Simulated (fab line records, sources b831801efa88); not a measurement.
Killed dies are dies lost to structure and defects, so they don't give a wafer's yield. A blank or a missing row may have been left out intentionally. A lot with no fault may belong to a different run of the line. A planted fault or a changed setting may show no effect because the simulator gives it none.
fab line records :: flow gf180mcu
record:
  lots: 14
  wafers: 42
  last_day: 34
route steps=602 shown HV_LDD@211
lots that met no fault: from a run of the same line without faults
start_h: hours from the record's opening day to when the first of the lot's shown wafers began :: wait_h: hours since the lot's step before :: " same as the row above :: L1.1+2: one row covering several wafers at once :: - no value present, or no start provided :: * or withheld: withheld :: < > ~ a bound
route shown NAME@n: names a module that has steps shown in the file, with the first one's number in the route :: usual: mean/standard deviation taken from wafers without a fault :: same: alike in all rows :: chamber/n: place in a boat :: sites: readings site by site :: _std_site: standard deviation of those values :: _edge_site: outer sites' mean less inner sites' :: radius_mm: how far each site lies from the wafer's centre :: mask NAME#n: copy n :: behind: the tool/chamber that last shaped the wafer :: hold: cause of the lot's hold/its duration in hours/its outcome :: device: which transistor (n, p or np) failed to switch :: end of line: the tests these same wafers got at the end of their route :: a step with no rows: only its recipe :: killed: count of dies lost to structure and defects at first sort (not the wafer's yield) :: map: a wafer's dies, x killed, . not, _ none there
set.NAME: setting as actually run; set.NAME@STEP: the setting as run at that earlier step :: model.NAME: the simulator's own value behind a step, which no gauge read
a sample of lots followed through the steps of the route, with each step as a table and each wafer as a row
services: the hour from which a tool's chamber was out of use, counted from the record's first day as start_h (under 0 if before that day), plus the number of hours and why
== steps ==
step: GF_HV_LDD_IMPLANT_35
recipe:
  species: P
  energy_kev: 60
  dose_cm2: 7.5e+12
  tilt_deg: 30
  rotation_deg: 180
lot.wafer: L445.1+3+4
tool: implanter-02
chamber: 0
start_h: 261.81
wait_h: 0.1

lot.wafer: L446.2+3+6
tool: implanter-02
chamber: 0
start_h: 263.65
wait_h: 0.1

lot.wafer: L447.1+2+6
tool: implanter-04
chamber: 0
start_h: 275.96
wait_h: 0.1

lot.wafer: L448.1+3+5
tool: implanter-03
chamber: 0
start_h: 280.12
wait_h: 0.1

lot.wafer: L450.1+2+4
tool: implanter-04
chamber: 0
start_h: 300.16
wait_h: 0.1

lot.wafer: L452.3+4+5
tool: implanter-03
chamber: 0
start_h: 320.01
wait_h: 0.1

lot.wafer: L453.1+4+5
tool: implanter-04
chamber: 0
start_h: 325.87
wait_h: 0.1

lot.wafer: L454.3+5+6
tool: implanter-02
chamber: 0
start_h: 332.16
wait_h: 0.1

lot.wafer: L457.1+4+5
tool: implanter-02
chamber: 0
start_h: 354.86
wait_h: 0.1

lot.wafer: L459.3+4+6
tool: implanter-04
chamber: 0
start_h: 374.22
wait_h: 0.1

lot.wafer: L461.2+4+5
tool: implanter-02
chamber: 0
start_h: 385.95
wait_h: 0.1

lot.wafer: L464.1+4+5
tool: implanter-03
chamber: 0
start_h: 410.36
wait_h: 0.1

lot.wafer: L465.1+3+4
tool: implanter-04
chamber: 0
start_h: 421.01
wait_h: 0.1

lot.wafer: L466.1+2+5
tool: implanter-04
chamber: 0
start_h: 438.96
wait_h: 0.1
step: GF_HV_LDD_RS_MEAS_53
recipe:
  thk_meas_gauge: four-point-probe
usual:
  HV_LDD_RS: 418.1/0.95
lot.wafer: L445.1
tool: film_metro-04
chamber: -
start_h: 280.90
wait_h: 0.1
HV_LDD_RS[ohm/sq]: 417.5

lot.wafer: L445.3
tool: film_metro-04
chamber: -
start_h: 280.90
wait_h: 0.1
HV_LDD_RS[ohm/sq]: 417.1

lot.wafer: L445.4
tool: film_metro-04
chamber: -
start_h: 280.90
wait_h: 0.1
HV_LDD_RS[ohm/sq]: 417.1

lot.wafer: L446.2
tool: film_metro-01
chamber: -
start_h: 283.87
wait_h: 0.1
HV_LDD_RS[ohm/sq]: 419.2

lot.wafer: L446.3
tool: film_metro-01
chamber: -
start_h: 283.87
wait_h: 0.1
HV_LDD_RS[ohm/sq]: 419.8

lot.wafer: L446.6
tool: film_metro-01
chamber: -
start_h: 283.87
wait_h: 0.1
HV_LDD_RS[ohm/sq]: 418.9

lot.wafer: L447.1
tool: film_metro-03
chamber: -
start_h: 295.90
wait_h: 0.1
HV_LDD_RS[ohm/sq]: 418.8

lot.wafer: L447.2
tool: film_metro-03
chamber: -
start_h: 295.90
wait_h: 0.1
HV_LDD_RS[ohm/sq]: 419.1

lot.wafer: L447.6
tool: film_metro-03
chamber: -
start_h: 295.90
wait_h: 0.1
HV_LDD_RS[ohm/sq]: 418.9

lot.wafer: L448.1
tool: film_metro-01
chamber: -
start_h: 300.64
wait_h: 0.1
HV_LDD_RS[ohm/sq]: 418.3

lot.wafer: L448.3
tool: film_metro-01
chamber: -
start_h: 300.64
wait_h: 0.1
HV_LDD_RS[ohm/sq]: 418.8

lot.wafer: L448.5
tool: film_metro-01
chamber: -
start_h: 300.64
wait_h: 0.1
HV_LDD_RS[ohm/sq]: 418.6

lot.wafer: L450.1
tool: film_metro-01
chamber: -
start_h: 321.60
wait_h: 0.1
HV_LDD_RS[ohm/sq]: 417.2

lot.wafer: L450.2
tool: film_metro-01
chamber: -
start_h: 321.60
wait_h: 0.1
HV_LDD_RS[ohm/sq]: 416.8

lot.wafer: L450.4
tool: film_metro-01
chamber: -
start_h: 321.60
wait_h: 0.1
HV_LDD_RS[ohm/sq]: 416.4

lot.wafer: L452.3
tool: film_metro-03
chamber: -
start_h: 342.28
wait_h: 0.1
HV_LDD_RS[ohm/sq]: 417.9

lot.wafer: L452.4
tool: film_metro-03
chamber: -
start_h: 342.28
wait_h: 0.1
HV_LDD_RS[ohm/sq]: 417.2

lot.wafer: L452.5
tool: film_metro-03
chamber: -
start_h: 342.28
wait_h: 0.1
HV_LDD_RS[ohm/sq]: 419.1

lot.wafer: L453.1
tool: film_metro-01
chamber: -
start_h: 347.59
wait_h: 0.1
HV_LDD_RS[ohm/sq]: 418.4

lot.wafer: L453.4
tool: film_metro-01
chamber: -
start_h: 347.59
wait_h: 0.1
HV_LDD_RS[ohm/sq]: 417.1

lot.wafer: L453.5
tool: film_metro-01
chamber: -
start_h: 347.59
wait_h: 0.1
HV_LDD_RS[ohm/sq]: 418.7

lot.wafer: L454.3
tool: film_metro-03
chamber: -
start_h: 353.98
wait_h: 0.1
HV_LDD_RS[ohm/sq]: 416.8

lot.wafer: L454.5
tool: film_metro-03
chamber: -
start_h: 353.98
wait_h: 0.1
HV_LDD_RS[ohm/sq]: 418.0

lot.wafer: L454.6
tool: film_metro-03
chamber: -
start_h: 353.98
wait_h: 0.1
HV_LDD_RS[ohm/sq]: 418.7

lot.wafer: L457.1
tool: film_metro-04
chamber: -
start_h: 378.54
wait_h: 0.1
HV_LDD_RS[ohm/sq]: -

lot.wafer: L457.4
tool: film_metro-04
chamber: -
start_h: 378.54
wait_h: 0.1
HV_LDD_RS[ohm/sq]: -

lot.wafer: L457.5
tool: film_metro-04
chamber: -
start_h: 378.54
wait_h: 0.1
HV_LDD_RS[ohm/sq]: -

lot.wafer: L459.3
tool: film_metro-04
chamber: -
start_h: 397.35
wait_h: 0.1
HV_LDD_RS[ohm/sq]: 418.0

lot.wafer: L459.4
tool: film_metro-04
chamber: -
start_h: 397.35
wait_h: 0.1
HV_LDD_RS[ohm/sq]: 418.0

lot.wafer: L459.6
tool: film_metro-04
chamber: -
start_h: 397.35
wait_h: 0.1
HV_LDD_RS[ohm/sq]: 418.0

lot.wafer: L461.2
tool: film_metro-01
chamber: -
start_h: 409.54
wait_h: 0.1
HV_LDD_RS[ohm/sq]: -

lot.wafer: L461.4
tool: film_metro-01
chamber: -
start_h: 409.54
wait_h: 0.1
HV_LDD_RS[ohm/sq]: -

lot.wafer: L461.5
tool: film_metro-01
chamber: -
start_h: 409.54
wait_h: 0.1
HV_LDD_RS[ohm/sq]: -

lot.wafer: L464.1
tool: film_metro-01
chamber: -
start_h: 434.50
wait_h: 0.1
HV_LDD_RS[ohm/sq]: 417.7

lot.wafer: L464.4
tool: film_metro-01
chamber: -
start_h: 434.50
wait_h: 0.1
HV_LDD_RS[ohm/sq]: 418.1

lot.wafer: L464.5
tool: film_metro-01
chamber: -
start_h: 434.50
wait_h: 0.1
HV_LDD_RS[ohm/sq]: 417.9

lot.wafer: L465.1
tool: film_metro-01
chamber: -
start_h: 446.24
wait_h: 0.1
HV_LDD_RS[ohm/sq]: 420.7

lot.wafer: L465.3
tool: film_metro-01
chamber: -
start_h: 446.24
wait_h: 0.1
HV_LDD_RS[ohm/sq]: 418.6

lot.wafer: L465.4
tool: film_metro-01
chamber: -
start_h: 446.24
wait_h: 0.1
HV_LDD_RS[ohm/sq]: 418.9

lot.wafer: L466.1
tool: film_metro-01
chamber: -
start_h: 463.23
wait_h: 0.1
HV_LDD_RS[ohm/sq]: 419.2

lot.wafer: L466.2
tool: film_metro-01
chamber: -
start_h: 463.23
wait_h: 0.1
HV_LDD_RS[ohm/sq]: 419.6

lot.wafer: L466.5
tool: film_metro-01
chamber: -
start_h: 463.23
wait_h: 0.1
HV_LDD_RS[ohm/sq]: 419.5
== services ==
tool: implanter-03
chamber: -
start_h: 271.86
hours: 4.7
kind: pm

tool: implanter-03
chamber: -
start_h: 280.85
hours: 0.5
kind: repair

tool: implanter-04
chamber: -
start_h: 313.36
hours: 2.4
kind: repair

tool: implanter-04
chamber: -
start_h: 342.45
hours: 0.6
kind: repair

tool: implanter-02
chamber: -
start_h: 351.07
hours: 0.6
kind: repair

tool: implanter-02
chamber: -
start_h: 396.61
hours: 3.2
kind: pm

tool: implanter-02
chamber: -
start_h: 401.01
hours: 1.4
kind: repair

tool: implanter-03
chamber: -
start_h: 437.76
hours: 3.0
kind: repair
== key ==
first_sign:
  step: GF_HV_LDD_RS_MEAS_53
  reading: HV_LDD_RS
  direction: missing
effect none on later readings
met_at GF_HV_LDD_IMPLANT_35
struck_lots L457,L461
tester_left_out L457,L461
onset_between 332.16 354.86
fault:
  kind: process_parameter_drift
  tool: implanter-02
  chamber: -
  onset_h: 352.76
  steps: GF_HV_LDD_IMPLANT_35
  channel: tilt_deg
  offset: 4.2989
  spread_by_wafer: 0.3
  shape: step
  end_h: 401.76
  acts_in: these_recipes_only
  stated: 30
tester_left_out: of these lots the tester's yield and bins aren't shown, on N5 and GAA mostly nor the transistor test; their killed dies are dies lost to structure and defects alone, not to doping, threshold or leakage, so they don't give the yield
